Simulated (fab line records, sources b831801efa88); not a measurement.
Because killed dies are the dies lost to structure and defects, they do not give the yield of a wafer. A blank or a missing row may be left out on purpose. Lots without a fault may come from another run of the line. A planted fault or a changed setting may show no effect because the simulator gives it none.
fab line records	flow gf180mcu
[record] lots = 12	wafers = 36	last-day = 34
route steps=602 shown M4@456 V4@476
lots with no fault: from the same line, run without faults
start-h: hours from the record's first day to the start of the lot's first wafer shown	wait-h: hours since the lot's step before	" repeats the value in the row above	L1.1+2: a row that stands for several wafers	- no value, or no start given	* or withheld: withheld	< > ~ a bound
route shown NAME@n: names a module that has steps shown in the file, with the first one's number in the route	usual: mean and standard deviation over wafers with no fault	same: alike in all rows	chamber/n: place in a boat	sites: readings site by site	_std_site: standard deviation of those values	_edge_site: outer sites' mean less inner sites'	radius-mm: for every site, how far away it sits from the centre of the wafer	mask NAME#n: copy n	behind: the tool/chamber that last shaped the wafer	hold: why the lot was held/for how many hours/how that ended	device: transistor that didn't switch, given as n, p or np	end of line: the tests these same wafers got at the end of their route	for a step that has no rows: nothing shown but its recipe	killed: the dies lost at the first sort to structure and to defects; this is not the yield of the wafer	map: a wafer's dies, x killed, . not, _ none there
set.NAME: the run value of the setting; set.NAME@STEP: its run value at that earlier step	model.NAME: the simulator's own value behind a step, which no gauge read
steps of the route over a sample of lots; a table a step, a row a wafer
services: a tool's chamber out of use, with start hour (start-h, from the record's first day; less than 0 if before it), hours out, and reason
[[steps]]
[step GF_M4_SPUTTER_00]
[recipe] material = Ti	target-thk-nm = 37.5	arriving-ion-energy-ev = 80	substrate-temp-c = 200	chamber-pressure-pa = 2	power-w = 4000	time-s = 150
[usual] cathode-dc-power-W = 4000.0/0.79	substrate-temp-c = 199.98/0.16	throttle-valve-pct = 29.6/0.74
[same] time-s = 150
lot.wafer	tool	chamber	start-h	wait-h	cathode-dc-power-W	substrate-temp-c	throttle-valve-pct
L495.2	pvd-sputter-02	-	517.32	0.2	3999.7	200.03	29.2
L495.5	"	-	"	"	4000.4	199.89	29.3
L495.6	"	-	"	"	3999.1	199.70	30.4
L497.2	pvd-sputter-04	-	537.62	0.2	3998.7	199.74	28.9
L497.3	"	-	"	"	4000.0	200.27	30.1
L497.4	"	-	"	"	4000.4	200.11	30.5
L498.2	pvd-sputter-04	-	542.67	0.1	3999.3	199.99	29.2
L498.3	"	-	"	"	3999.2	200.04	29.0
L498.6	"	-	"	"	4000.4	199.99	28.9
L500.1	pvd-sputter-01	-	559.73	0.1	3999.5	199.89	31.2
L500.4	"	-	"	"	3998.8	200.17	29.1
L500.5	"	-	"	"	3999.9	199.99	28.7
L501.2	pvd-sputter-04	-	569.53	0.1	3999.1	199.89	28.8
L501.3	"	-	"	"	4001.5	200.17	30.5
L501.4	"	-	"	"	3999.6	200.41	29.7
L503.3	pvd-sputter-04	-	586.10	0.1	4000.5	199.81	28.8
L503.4	"	-	"	"	4000.0	199.87	30.3
L503.5	"	-	"	"	3998.7	199.88	29.0
L505.1	pvd-sputter-01	-	607.51	0.1	3998.5	199.86	31.6
L505.2	"	-	"	"	4001.1	200.06	28.5
L505.5	"	-	"	"	4000.3	199.87	29.7
L510.2	pvd-sputter-01	-	639.16	0.2	3998.1	200.01	29.0
L510.4	"	-	"	"	3999.7	199.89	31.5
L510.5	"	-	"	"	4000.9	199.72	28.4
L511.2	pvd-sputter-02	-	652.22	0.1	3998.1	200.21	30.2
L511.3	"	-	"	"	3999.3	200.25	29.3
L511.6	"	-	"	"	3999.6	199.84	29.2
L512.1	pvd-sputter-01	-	664.56	0.2	4000.1	200.02	29.0
L512.4	"	-	"	"	4000.3	199.77	31.3
L512.5	"	-	"	"	4000.8	200.09	29.2
L514.1	pvd-sputter-02	-	681.03	0.1	4000.3	199.78	30.3
L514.2	"	-	"	"	4000.5	199.97	29.3
L514.3	"	-	"	"	4000.0	200.19	30.0
L517.2	pvd-sputter-01	-	696.79	0.2	4001.0	200.02	31.1
L517.3	"	-	"	"	3998.8	200.18	28.5
L517.6	"	-	"	"	4000.9	199.99	29.0
[step GF_M4_RS_MEAS_05]
[recipe] thk-meas-gauge = four-point-probe	reads = TiN_of_M4_SPUTTER_04+Ti_of_M4_SPUTTER_03+AlCu_of_M4_SPUTTER_02+TiN_of_M4_SPUTTER_01+Ti_of_M4_SPUTTER_00
[usual] M4_ALCU_RS = 0.0694/0.0006
lot.wafer	tool	chamber	start-h	wait-h	M4_ALCU_RS[ohm/sq]
L495.2	film-metro-03	-	517.56	0.0	0.0693
L495.5	"	-	"	"	0.0699
L495.6	"	-	"	"	0.0694
L497.2	film-metro-01	-	537.86	0.0	0.0697
L497.3	"	-	"	"	0.0694
L497.4	"	-	"	"	0.0695
L498.2	film-metro-01	-	542.91	0.0	0.0682
L498.3	"	-	"	"	0.0688
L498.6	"	-	"	"	0.0692
L500.1	film-metro-03	-	559.95	0.0	0.0708
L500.4	"	-	"	"	0.0706
L500.5	"	-	"	"	0.0703
L501.2	film-metro-02	-	569.77	0.0	0.0705
L501.3	"	-	"	"	0.0701
L501.4	"	-	"	"	0.0705
L503.3	film-metro-03	-	586.36	0.1	0.0696
L503.4	"	-	"	"	0.0692
L503.5	"	-	"	"	0.0693
L505.1	film-metro-03	-	607.73	0.0	0.0696
L505.2	"	-	"	"	0.0694
L505.5	"	-	"	"	0.0694
L510.2	film-metro-03	-	639.40	0.0	0.0692
L510.4	"	-	"	"	0.0686
L510.5	"	-	"	"	0.0686
L511.2	film-metro-01	-	652.46	0.0	0.0699
L511.3	"	-	"	"	0.0697
L511.6	"	-	"	"	0.0701
L512.1	film-metro-01	-	664.78	0.0	0.0712
L512.4	"	-	"	"	0.0704
L512.5	"	-	"	"	0.0710
L514.1	film-metro-01	-	681.25	0.0	0.0682
L514.2	"	-	"	"	0.0685
L514.3	"	-	"	"	0.0688
L517.2	film-metro-01	-	697.03	0.0	0.0693
L517.3	"	-	"	"	0.0698
L517.6	"	-	"	"	0.0705
[step GF_V4_CVD_00]
[recipe] material = SiO2	target-thk-nm = 600	sigma-open-frac = 0.3	temp-c = 400	time-s = 100	sih4-flow-sccm = 60	pressure-mtorr = 6
[usual] sih4-flow-sccm = 60.01/0.18
[same] time-s = 100
lot.wafer	tool	chamber	start-h	wait-h	sih4-flow-sccm
L495.2	hdpcvd-02	1	541.03	0.1	59.92
L495.5	"	0	"	"	60.08
L495.6	"	1	"	"	59.86
L497.2	hdpcvd-01	1	561.39	0.0	59.85
L497.3	"	2	"	"	60.08
L497.4	"	2	"	"	59.89
L498.2	hdpcvd-02	0	566.41	0.0	59.97
L498.3	"	2	"	"	60.00
L498.6	"	1	"	"	59.98
L500.1	hdpcvd-01	1	582.91	0.0	60.21
L500.4	"	0	"	"	59.66
L500.5	"	2	"	"	60.02
L501.2	hdpcvd-02	0	591.81	0.0	59.90
L501.3	"	2	"	"	60.08
L501.4	"	1	"	"	60.09
L503.3	hdpcvd-01	2	608.47	0.0	60.32
L503.4	"	1	"	"	59.80
L503.5	"	0	"	"	59.89
L505.1	hdpcvd-01	0	629.09	0.0	59.94
L505.2	"	2	"	"	60.08
L505.5	"	2	"	"	59.79
L510.2	hdpcvd-02	2	660.07	0.0	72.06
L510.4	"	0	"	"	72.03
L510.5	"	2	"	"	71.77
L511.2	hdpcvd-02	0	673.24	0.0	71.89
L511.3	"	1	"	"	71.81
L511.6	"	0	"	"	71.93
L512.1	hdpcvd-01	2	684.29	0.0	60.20
L512.4	"	1	"	"	60.27
L512.5	"	2	"	"	60.24
L514.1	hdpcvd-01	0	701.52	0.0	60.02
L514.2	"	1	"	"	59.98
L514.3	"	2	"	"	59.84
L517.2	hdpcvd-01	2	716.33	0.0	59.89
L517.3	"	0	"	"	60.44
L517.6	"	1	"	"	59.96
[step GF_V4_THK_MEAS_01]
[recipe] reads = SiO2_of_V4_CVD_00
[usual] V4_CVD_00_THK = 599/5.2
lot.wafer	tool	chamber	start-h	wait-h	V4_CVD_00_THK[nm]
L495.2	film-metro-02	-	541.11	0.0	599
L495.5	"	-	"	"	592
L495.6	"	-	"	"	597
L497.2	film-metro-02	-	561.47	0.0	595
L497.3	"	-	"	"	599
L497.4	"	-	"	"	600
L498.2	film-metro-04	-	566.49	0.0	595
L498.3	"	-	"	"	595
L498.6	"	-	"	"	605
L500.1	film-metro-01	-	582.98	0.0	604
L500.4	"	-	"	"	613
L500.5	"	-	"	"	604
L501.2	film-metro-02	-	591.89	0.0	590
L501.3	"	-	"	"	594
L501.4	"	-	"	"	591
L503.3	film-metro-02	-	608.56	0.1	596
L503.4	"	-	"	"	590
L503.5	"	-	"	"	593
L505.1	film-metro-01	-	629.16	0.0	603
L505.2	"	-	"	"	606
L505.5	"	-	"	"	602
L510.2	film-metro-02	-	660.15	0.0	719
L510.4	"	-	"	"	717
L510.5	"	-	"	"	724
L511.2	film-metro-01	-	673.33	0.0	708
L511.3	"	-	"	"	718
L511.6	"	-	"	"	712
L512.1	film-metro-04	-	684.37	0.0	606
L512.4	"	-	"	"	602
L512.5	"	-	"	"	604
L514.1	film-metro-04	-	701.59	0.0	596
L514.2	"	-	"	"	599
L514.3	"	-	"	"	595
L517.2	film-metro-04	-	716.41	0.0	597
L517.3	"	-	"	"	588
L517.6	"	-	"	"	593
[step GF_V4_OVL_MEAS_15]
[usual] V4_OVL = -1/5.4
lot.wafer	tool	chamber	start-h	wait-h	V4_OVL[nm]
L495.2	overlay-01	-	564.28	0.1	-2
L495.5	"	-	"	"	4
L495.6	"	-	"	"	9
L497.2	overlay-01	-	583.98	0.1	7
L497.3	"	-	"	"	4
L497.4	"	-	"	"	2
L498.2	overlay-02	-	589.08	0.1	3
L498.3	"	-	"	"	3
L498.6	"	-	"	"	-1
L500.1	overlay-02	-	605.21	0.1	3
L500.4	"	-	"	"	-2
L500.5	"	-	"	"	2
L501.2	overlay-02	-	613.92	0.1	0
L501.3	"	-	"	"	-3
L501.4	"	-	"	"	-6
L503.3	overlay-01	-	630.37	0.1	5
L503.4	"	-	"	"	-5
L503.5	"	-	"	"	-1
L505.1	overlay-01	-	650.26	0.1	-10
L505.2	"	-	"	"	-3
L505.5	"	-	"	"	-2
L510.2	overlay-02	-	680.62	0.1	-6
L510.4	"	-	"	"	1
L510.5	"	-	"	"	-1
L511.2	overlay-02	-	693.06	0.1	1
L511.3	"	-	"	"	8
L511.6	"	-	"	"	-1
L512.1	overlay-02	-	703.53	0.1	-12
L512.4	"	-	"	"	-1
L512.5	"	-	"	"	-10
L514.1	overlay-01	-	720.46	0.1	1
L514.2	"	-	"	"	1
L514.3	"	-	"	"	6
L517.2	overlay-01	-	735.37	0.1	-1
L517.3	"	-	"	"	-1
L517.6	"	-	"	"	-8
[[services]]
tool	chamber	start-h	hours	kind
pvd-sputter-04	-	510.74	0.5	repair
hdpcvd-02	-	519.39	0.8	pm
hdpcvd-01	-	539.25	15.0	pm
hdpcvd-01	0	539.25	15.0	vent-cycle
hdpcvd-01	1	539.25	15.0	vent-cycle
hdpcvd-01	2	539.25	15.0	vent-cycle
hdpcvd-01	0	554.25	-	clean
hdpcvd-01	1	554.25	-	clean
hdpcvd-01	2	554.25	-	clean
pvd-sputter-02	-	557.42	12.3	repair
hdpcvd-02	-	606.71	2.4	repair
hdpcvd-01	-	624.24	1.1	repair
hdpcvd-01	-	635.71	0.7	repair
pvd-sputter-04	3	639.75	-	consumable-replace:kit
pvd-sputter-04	3	639.75	18.0	scheduled-down
pvd-sputter-04	3	639.75	18.0	vent-cycle
pvd-sputter-01	3	639.94	-	consumable-replace:kit
pvd-sputter-01	3	639.94	18.0	scheduled-down
pvd-sputter-01	3	639.94	18.0	vent-cycle
pvd-sputter-02	-	703.14	2.3	repair
[[key]]
[first-sign] step = GF_V4_CVD_00	reading = sih4-flow-sccm	direction = up	sigmas = 67	usual = 60.01	struck = 71.92
[effect] step = GF_V4_THK_MEAS_01	reading = V4_CVD_00_THK	direction = up	sigmas = 23	usual = 599	struck = 716
met-at GF_V4_CVD_00
struck-lots L510,L511
not-acting-at GF_M4_SPUTTER_00,GF_M4_RS_MEAS_05,GF_V4_OVL_MEAS_15
onset-between 591.81 660.07
[fault] kind = process-parameter-drift	tool = hdpcvd-02	chamber = -	onset-h = 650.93	steps = GF_V4_CVD_00	channel = sih4-flow-sccm	offset = 12	shape = step	end-h = 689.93	acts-in = these-recipes-only	stated = 60
